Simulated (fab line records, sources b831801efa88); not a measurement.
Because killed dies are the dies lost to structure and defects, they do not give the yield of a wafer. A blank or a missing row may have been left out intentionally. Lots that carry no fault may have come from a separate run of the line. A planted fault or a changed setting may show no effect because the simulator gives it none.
A struck lot beside a sound one	flow sky130	16 out of 708 route steps
Sound: wafers L606.1, L606.4, L606.5. Struck: wafer L610.4 (left out: L610.2, L610.5 of the same lot, which were not struck); the cause appears at the end.
Each step with rows lists, per side, the tool, then ch with its chambers, then its first start. Under that, the readings that differ: sound wafers	struck wafers	difference of the means	sigmas: that difference in standard deviations of wafers without a fault.
alike: same words and numbers on both sides, and readings whose means sit less than 2 such deviations apart. not compared: any withheld reading, any reading some wafer has no value for, any bound like >300 that may hide the same value, and any number with overlapping values for which the record gives no deviation.
Wherever a step has rows on one side only, a row that says differs or no value, or a row with sigmas, the two part there. Numbers that don't overlap but have no deviation are shown without sigmas and don't part them. A reading that every wafer of one side lacks parts them only if that side has two wafers or more.

first, 2 steps without rows for these wafers: SKY_VT_ADJUST_LVTN_PEB_16; SKY_VT_ADJUST_LVTN_DEVELOP_17 (develop time 60 s).
SKY_VT_ADJUST_LVTN_OVL_MEAS_18:
  sound on overlay-01 at day 9 15:56; struck on overlay-01 at day 10 16:26
  alike: VT_ADJUST_LVTN_01_OVL
then, 1 step without rows for these wafers: SKY_VT_ADJUST_LVTN_IMPLANT_19.
SKY_VT_ADJUST_LVTN_STRIP_20: strips in O2/N2.
  sound on plasmaAsher-02 ch 0,1, day 9 16:07; struck on plasmaAsher-03 ch 0, day 10 16:37
reading	sound	struck	difference	sigmas
oesProductAu (a.u.)	0.710 0.710 0.710	0.724	+0.014	+3
  alike: drypumpMotorCurrentA, stripTimeToEndpointS
  not compared: rfHoursCounterH
SKY_VT_ADJUST_LVTN_TW_MEAS_21:
  sound on filmMetro-04 at day 9 16:13; struck on filmMetro-04 at day 10 16:44
  alike: VT_ADJUST_LVTN_2_TW
then, 6 steps without rows for these wafers: SKY_VT_ADJUST_NCORE_DEHYDRATE_00 (time 60 s); SKY_VT_ADJUST_NCORE_HMDS_01 (prime time 60 s); SKY_VT_ADJUST_NCORE_COAT_02 (resist thk 1140 nm); SKY_VT_ADJUST_NCORE_SOFTBAKE_03 (time 60 s); SKY_VT_ADJUST_NCORE_EXPOSE_04 (exposes mask LVTN COMPLEMENT THIN, target cd 380 nm); SKY_VT_ADJUST_NCORE_PEB_05.
SKY_VT_ADJUST_NCORE_DEVELOP_06: develop time 60 s.
  sound on lithoTrack-03 ch 0, day 10 14:42; struck on lithoTrack-02 ch 0, day 11 15:56
reading	sound	struck	difference	sigmas
developerTempC (C)	23.05 22.98 23.08	22.81	-0.23	-2
SKY_VT_ADJUST_NCORE_CD_MEAS_07: the cd target is 380 nm.
  sound on cdSem-02 at day 10 14:51; struck on cdSem-02 at day 11 16:04
reading	sound	struck	difference	sigmas
cdNm (nm)	378.8 377.4 377.9	396.9	+18.9	+9
SKY_VT_ADJUST_NCORE_OVL_MEAS_08:
  sound on overlay-01 at day 10 14:58; struck on overlay-01 at day 11 16:11
  alike: VT_ADJUST_NCORE_OVL
then, 1 step without rows for these wafers: SKY_PAD_OPEN_PROBE_99.

WHERE THEY PART
Earliest at SKY_VT_ADJUST_LVTN_STRIP_20; latest, in this record, at SKY_VT_ADJUST_NCORE_CD_MEAS_07. Later steps at which nothing parts them and some readings are alike: SKY_VT_ADJUST_NCORE_OVL_MEAS_08.

WHY: what the simulator had put in
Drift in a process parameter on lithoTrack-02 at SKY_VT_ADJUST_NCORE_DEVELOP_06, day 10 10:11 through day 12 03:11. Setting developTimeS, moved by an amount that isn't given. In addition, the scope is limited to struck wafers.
